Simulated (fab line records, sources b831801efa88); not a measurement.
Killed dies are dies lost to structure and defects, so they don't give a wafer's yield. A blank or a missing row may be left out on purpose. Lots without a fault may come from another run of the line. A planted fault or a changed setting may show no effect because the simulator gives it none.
fab line records | flow sky130
record lots=13 wafers=38 last_day=50
route steps=708 shown VIA1@471 METAL2@498 CAPM@541 VIA3@581 PAD_OPEN@708
lots that met no fault: from a run of the same line without faults
start_h: hours from the record's first day to the start of the lot's first wafer shown | wait_h: hours since the lot's step before | " the same as in the row above | L1.1+2: a row that stands for several wafers | - no value, or no start given | * or withheld: withheld | < > ~ a bound
route shown NAME@n: a module of which the file shows steps, and the number in the route of the first | usual: mean/standard deviation of fault-free wafers | same: alike in all rows | chamber/n: place in a boat | sites: the reading at each site | _std_site: their standard deviation | _edge_site: outer sites' mean less inner sites' | radius_mm: how far each site lies from the wafer's centre | mask NAME#n: copy n | behind: the tool/chamber that last shaped the wafer | hold: why the lot was held/for how many hours/how that ended | device: the transistor (n, p or np) that didn't switch | end of line: the same wafers' tests at the end of the route | a step without rows: its recipe alone | killed: dies lost to structure and defects at the first sort, not the wafer's yield | map: a wafer's dies, x killed, . not, _ none there
set.NAME: the setting as run; set.NAME@STEP: as run at that earlier step | model.NAME: the simulator's own value behind a step, which no gauge read
steps of the route over a sample of lots; a table a step, a row a wafer
## steps
# step SKY_VIA1_OVL_MEAS_13
# usual VIA1_OVL=-2/4.4
# columns lot.wafer tool chamber start_h wait_h VIA1_OVL[nm]
L513.1 overlay-01 - 798.42 0.1 -1
L513.3 " - " " -1
L513.4 " - " " 9
L514.3 overlay-01 - 812.16 0.1 -4
L514.4 " - " " -1
L514.6 " - " " 0
L515.3 overlay-01 - 814.29 0.1 -4
L515.4 " - " " -3
L515.6 " - " " 4
L516.4 overlay-02 - 815.86 0.1 -1
L516.5 " - " " -3
L516.6 " - " " 1
L517.4 overlay-01 - 823.87 0.1 -2
L517.5 " - " " -8
L517.6 " - " " -6
L518.2 overlay-02 - 837.99 0.1 3
L518.4 " - " " -2
L518.6 " - " " 0
L521.1 overlay-02 - 863.90 0.1 -4
L521.2 " - " " 0
L521.3 " - " " -2
L526.1 overlay-02 - 895.05 0.1 -1
L526.2 " - " " -5
L526.4 " - " " -1
L527.2 overlay-02 - 905.22 0.1 3
L527.6 " - " " 6
L528.1 overlay-02 - 912.04 0.1 -2
L528.4 " - " " -7
L528.6 " - " " 2
L532.1 overlay-01 - 933.57 0.1 4
L532.4 " - " " 1
L532.6 " - " " 4
L534.1 overlay-02 - 960.72 0.1 -3
L534.3 " - " " -3
L534.6 " - " " -4
L536.2 overlay-01 - 962.77 0.1 -2
L536.3 " - " " -4
L536.5 " - " " -5
# step SKY_METAL2_CD_MEAS_15
# recipe target_cd_nm=140
# usual cd_nm=139.8/1.4
# columns lot.wafer tool chamber start_h wait_h cd_nm
L513.1 cd_sem-02 - 826.35 - 142.0
L513.3 " - " " 139.9
L513.4 " - " " 140.9
L514.3 cd_sem-02 - 839.94 - 139.9
L514.4 " - " " 138.1
L514.6 " - " " 139.2
L515.3 cd_sem-02 - 842.32 - 140.5
L515.4 " - " " 138.6
L515.6 " - " " 139.6
L516.4 cd_sem-02 - 844.01 - 140.1
L516.5 " - " " 139.5
L516.6 " - " " 141.1
L517.4 cd_sem-02 - 851.66 - 139.8
L517.5 " - " " 141.2
L517.6 " - " " 139.2
L518.2 cd_sem-02 - 864.99 - 141.3
L518.4 " - " " 141.9
L518.6 " - " " 141.1
L521.1 cd_sem-01 - 890.35 - 141.2
L521.2 " - " " 141.3
L521.3 " - " " 143.1
L526.1 cd_sem-02 - 921.18 - 139.8
L526.2 " - " " 139.6
L526.4 " - " " 141.4
L527.2 cd_sem-02 - 932.25 - 140.5
L527.6 " - " " 140.0
L528.1 cd_sem-02 - 938.76 - 138.8
L528.4 " - " " 139.0
L528.6 " - " " 141.6
L532.1 cd_sem-01 - 959.35 - 141.0
L532.4 " - " " 139.7
L532.6 " - " " 139.6
L534.1 cd_sem-01 - 986.36 - 136.0
L534.3 " - " " 139.0
L534.6 " - " " 138.8
L536.2 cd_sem-01 - 988.30 - 141.5
L536.3 " - " " 141.9
L536.5 " - " " 141.1
# step SKY_CAPM_THK_MEAS_04
# recipe thk_meas_gauge=xrf reads=TiN_of_CAPM_SPUTTER_02
# usual CAPM_TIN_THK=196.3/2
# columns lot.wafer tool chamber start_h wait_h CAPM_TIN_THK[nm]
L513.1 film_metro-03 - 855.99 0.1 193.6
L513.3 " - " " 194.3
L513.4 " - " " 194.0
L514.3 film_metro-03 - 869.85 0.1 195.1
L514.4 " - " " 194.5
L514.6 " - " " 197.0
L515.3 film_metro-03 - 872.08 0.1 198.3
L515.4 " - " " 195.4
L515.6 " - " " 197.7
L516.4 film_metro-01 - 873.59 0.1 194.8
L516.5 " - " " 193.4
L516.6 " - " " 194.6
L517.4 film_metro-03 - 880.79 0.1 195.0
L517.5 " - " " 195.9
L517.6 " - " " 195.6
L518.2 film_metro-02 - 894.30 0.1 196.6
L518.4 " - " " 199.2
L518.6 " - " " 196.5
L521.1 film_metro-02 - 919.22 0.1 195.3
L521.2 " - " " 197.6
L521.3 " - " " 198.5
L526.1 film_metro-02 - 948.96 0.1 198.6
L526.2 " - " " 198.4
L526.4 " - " " 197.1
L527.2 film_metro-02 - 960.60 0.1 197.4
L527.6 " - " " 194.2
L528.1 film_metro-03 - 966.42 0.1 197.4
L528.4 " - " " 200.1
L528.6 " - " " 201.4
L532.1 film_metro-03 - 985.58 0.1 196.8
L532.4 " - " " 195.9
L532.6 " - " " 195.0
L534.1 film_metro-02 - 1013.48 0.1 193.9
L534.3 " - " " 191.7
L534.6 " - " " 190.9
L536.2 film_metro-03 - 1014.94 0.1 191.9
L536.3 " - " " 196.3
L536.5 " - " " 193.8
# step SKY_VIA3_SOFTBAKE_08
# recipe temp_c=100 time_s=90 resist=KrF-thick
# usual chill_plate_temp_C=22.99/0.1 heater_power_total_W=57.36/0.12 resist_line_temp_C=23.03/0.096 run_length_s=118.89/0.21
# columns lot.wafer tool chamber start_h wait_h chill_plate_temp_C heater_power_total_W resist_line_temp_C run_length_s
L513.1 litho_track-03 0 920 - 22.98 57.33 23.01 118.90
L513.3 " 0 " " 22.82 57.25 23.06 118.62
L513.4 " 0 " " 22.97 57.24 22.91 118.58
L514.3 litho_track-01 0 934 - 22.95 57.39 22.95 118.95
L514.4 " 0 " " 22.98 57.22 23.10 118.87
L514.6 " 0 " " 22.98 57.52 22.97 118.94
L515.3 litho_track-03 0 938 - 22.96 57.35 22.96 118.69
L515.4 " 0 " " 23.03 57.38 23.14 118.72
L515.6 " 0 " " 23.03 57.21 22.92 118.93
L516.4 litho_track-01 0 938 - 22.91 57.47 23.30 118.78
L516.5 " 0 " " 22.76 57.34 23.10 118.72
L516.6 " 0 " " 22.92 57.44 22.97 118.93
L517.4 litho_track-04 0 944 - 23.04 57.39 23.03 119.10
L517.5 " 0 " " 22.92 57.36 23.01 119.06
L517.6 " 0 " " 22.72 57.36 23.06 119.13
L518.2 litho_track-01 0 959 - 22.97 57.56 23.11 118.84
L518.4 " 0 " " 22.91 57.18 22.90 118.78
L518.6 " 0 " " 22.87 57.42 23.06 118.86
L521.1 litho_track-03 0 982 - 22.90 57.34 22.72 118.84
L521.2 " 0 " " 23.02 57.28 22.90 118.74
L521.3 " 0 " " 22.94 57.60 22.91 118.63
L526.1 litho_track-03 0 1009 - 23.24 57.48 22.95 118.71
L526.2 " 0 " " 23.10 57.46 23.00 118.61
L526.4 " 0 " " 23.14 57.28 22.94 118.74
L527.2 litho_track-04 0 1020 - 22.99 58.84 22.94 111.66
L527.6 " 0 " " 22.84 59.11 23.16 111.89
L528.1 litho_track-04 0 1027 - 23.01 58.93 22.98 111.58
L528.4 " 0 " " 23.09 58.94 23.09 111.58
L528.6 " 0 " " 23.12 58.72 22.96 111.60
L532.1 litho_track-03 0 1044 - 22.81 57.32 23.18 118.79
L532.4 " 0 " " 22.96 57.32 23.05 118.68
L532.6 " 0 " " 23.06 57.35 23.07 118.70
L534.1 litho_track-01 0 1069 - 22.94 57.53 23.02 118.96
L534.3 " 0 " " 23.11 57.27 22.98 118.87
L534.6 " 0 " " 23.11 57.45 23.09 118.83
L536.2 litho_track-01 0 1071 - 23.08 57.50 23.05 118.73
L536.3 " 0 " " 22.82 57.27 23.09 118.75
L536.5 " 0 " " 23.15 57.44 22.97 118.66
# step SKY_PAD_OPEN_PROBE_99
# usual defect_limited_yield=82.5/1.8 killed_at_M0_to_M3=43/6.6 killed_at_M4_up=2.9/1.8 killed_at_contacts=25/5.3 killed_at_front_end=15/4.1 killed_at_other=0.3/0.6 killed_dies=86/8.8 killed_open=47/6.7 killed_short=39/6.2 sort_bin_3_pad_short=0.9/0.44 sort_bin_5_function=10.3/1.6 sort_bin_6_memory=6.3/1 sort_n_pass=406/8.8 sort_yield_pct=82.5/1.8
# same gross_dies=492 killed_at_back_side=0 sort_bin_4_leakage[%]=0 sort_bin_8_speed[%]=0
# columns lot.wafer tool chamber start_h wait_h defect_limited_yield[%] killed_at_M0_to_M3 killed_at_M4_up killed_at_contacts killed_at_front_end killed_at_other killed_dies killed_open killed_short sort_bin_3_pad_short[%] sort_bin_5_function[%] sort_bin_6_memory[%] sort_n_pass sort_yield_pct[%]
L517.4 prober-01 - 1101.51 0.2 85.2 35 2 22 14 0 73 38 35 0.8 9.1 4.9 419 85.2
L517.5 prober-01 - 1101.56 0.2 82.5 39 3 31 13 0 86 49 37 1.0 8.1 8.3 406 82.5
L517.6 prober-01 - 1101.61 0.2 81.5 56 3 20 12 0 91 46 45 1.2 11.2 6.1 401 81.5
L518.2 prober-02 - 1113.17 0.1 81.3 45 1 26 19 1 92 54 38 1.4 11.0 6.3 400 81.3
L518.4 prober-02 - 1113.27 0.2 82.7 43 6 23 12 1 85 49 36 0.8 10.6 5.9 407 82.7
L518.6 prober-02 - 1113.37 0.2 81.7 45 5 25 15 0 90 50 40 0.8 11.4 6.1 402 81.7
# killed by level:class
L517.4 CONTACT:geometric_particle:open=8 LI_CONTACT:geometric_particle:open=7 VIA1:geometric_particle:open=6 METAL3:geometric_particle:short=6 FIELD_ISO:geometric_particle:open=5 VIA2:geometric_particle:open=5 VIA3:geometric_particle:open=5 FIELD_ISO:geometric_particle:short=4
L517.5 LI_CONTACT:geometric_particle:open=13 VIA1:geometric_particle:open=12 CONTACT:geometric_particle:short=7 CONTACT:geometric_particle:open=6 METAL1:geometric_particle:short=6 FIELD_ISO:geometric_particle:open=5 METAL2:geometric_particle:short=5 VIA1:geometric_particle:short=4
L517.6 VIA1:geometric_particle:open=15 VIA2:geometric_particle:short=7 VIA1:geometric_particle:short=6 VIA3:geometric_particle:open=6 METAL2:geometric_particle:short=6 VIA2:geometric_particle:open=6 CONTACT:geometric_particle:short=5 LI_CONTACT:geometric_particle:open=5
L518.2 VIA1:geometric_particle:open=12 VIA2:geometric_particle:open=11 CONTACT:geometric_particle:open=8 CONTACT:geometric_particle:short=7 FIELD_ISO:geometric_particle:open=6 LI_CONTACT:geometric_particle:open=5 VIA3:geometric_particle:open=5 VIA1:geometric_particle:short=4
L518.4 VIA1:geometric_particle:open=15 CONTACT:geometric_particle:open=13 METAL1:geometric_particle:short=6 VIA3:geometric_particle:open=6 VIA2:geometric_particle:open=5 METAL2:geometric_particle:short=4 METAL3:geometric_particle:short=4 METAL4:geometric_particle:short=4
L518.6 VIA1:geometric_particle:open=14 CONTACT:geometric_particle:open=8 LI_CONTACT:geometric_particle:open=7 METAL1:geometric_particle:short=6 VIA1:geometric_particle:short=6 LOCAL_INTERCONNECT:geometric_particle:short=5 FIELD_ISO:geometric_particle:short=4 POLY_GATE:geometric_particle:open=4
## key
first_sign step=SKY_VIA3_SOFTBAKE_08 reading=run_length_s direction=down sigmas=34 usual=* struck=*
effect step=SKY_VIA3_SOFTBAKE_08 reading=heater_power_total_W direction=up sigmas=13 usual=* struck=*
met_at SKY_VIA3_SOFTBAKE_08
struck_lots L527,L528
not_acting_at SKY_VIA1_OVL_MEAS_13,SKY_METAL2_CD_MEAS_15,SKY_CAPM_THK_MEAS_04
onset_between 944 1020
fault kind=process_parameter_drift tool=litho_track-04 chamber=- onset_h=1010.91 steps=SKY_VIA3_SOFTBAKE_08 channel=time_s offset=* shape=step end_h=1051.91 acts_in=* stated=*
